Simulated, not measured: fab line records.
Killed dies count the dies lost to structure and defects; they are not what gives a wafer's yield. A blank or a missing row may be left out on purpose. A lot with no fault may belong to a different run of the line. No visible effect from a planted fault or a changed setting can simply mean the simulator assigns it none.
Chamber matching :: flow sky130 :: SKY_CONTACT_ETCH_16 on rieDiel-01: 4 sister chambers
The step etches BARC in N2/H2, stops on SiO2, time 45.9 s, target depth 60 nm. 8 wafers are shown with their chamber, then 7 later ones without.

== WAFERS WITH THEIR CHAMBER ==
wafer: L299.3
chamber: 2
drypumpMotorCurrentA (A): 6.0
oesProductAu (a.u.): 0.849

wafer: L300.3
chamber: 1
drypumpMotorCurrentA (A): 5.6
oesProductAu (a.u.): 0.852

wafer: L300.5
chamber: 1
drypumpMotorCurrentA (A): 5.6
oesProductAu (a.u.): 0.843

wafer: L300.6
chamber: 2
drypumpMotorCurrentA (A): 5.9
oesProductAu (a.u.): 0.846

wafer: L302.5
chamber: 3
drypumpMotorCurrentA (A): 5.9
oesProductAu (a.u.): 0.846

wafer: L302.6
chamber: 0
drypumpMotorCurrentA (A): 6.2
oesProductAu (a.u.): 0.858

wafer: L311.3
chamber: 3
drypumpMotorCurrentA (A): 5.9
oesProductAu (a.u.): 0.855

wafer: L311.4
chamber: 0
drypumpMotorCurrentA (A): 6.1
oesProductAu (a.u.): 0.850

== WAFERS WHOSE CHAMBER IS MISSING ==
wafer: L311.6
drypumpMotorCurrentA (A): 6.2
oesProductAu (a.u.): 0.855

wafer: L310.1
drypumpMotorCurrentA (A): 5.9
oesProductAu (a.u.): 0.851

wafer: L310.2
drypumpMotorCurrentA (A): 5.6
oesProductAu (a.u.): 0.859

wafer: L310.5
drypumpMotorCurrentA (A): 6.0
oesProductAu (a.u.): 0.855

wafer: L316.3
drypumpMotorCurrentA (A): 6.0
oesProductAu (a.u.): 0.851

wafer: L316.4
drypumpMotorCurrentA (A): 6.1
oesProductAu (a.u.): 0.854

wafer: L316.6
drypumpMotorCurrentA (A): 5.5
oesProductAu (a.u.): 0.857

== THE CHAMBER EACH PASSED THROUGH ==
wafer: L311.6
from the rows above: 0
in truth: 0

wafer: L310.1
from the rows above: can't be placed: 3 or 2
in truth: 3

wafer: L310.2
from the rows above: 1
in truth: 1

wafer: L310.5
from the rows above: can't be placed: 2 or 3 or 0
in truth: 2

wafer: L316.3
from the rows above: can't be placed: 2 or 3 or 0
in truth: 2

wafer: L316.4
from the rows above: 0
in truth: 0

wafer: L316.6
from the rows above: 1
in truth: 1
Placed correctly: 4 of 7. Cannot be placed on the basis of these rows: 3; the candidates contain the true chamber in 3. Wrongly placed: 0.
How it was worked out, from the rows above alone: a wafer's distance from a chamber is the root of the sum, over the readings, of the square of ((its reading less the chamber's mean) divided by the reading's scatter). The wafer belongs to the nearest chamber; if the next one is less than 2 further off, it can't be placed. The mean given for a chamber averages the wafers shown for that chamber. The scatter: the root of (the sum of the squares of (reading less its chamber's mean) over the shown wafers, divided by (wafers less chambers)).
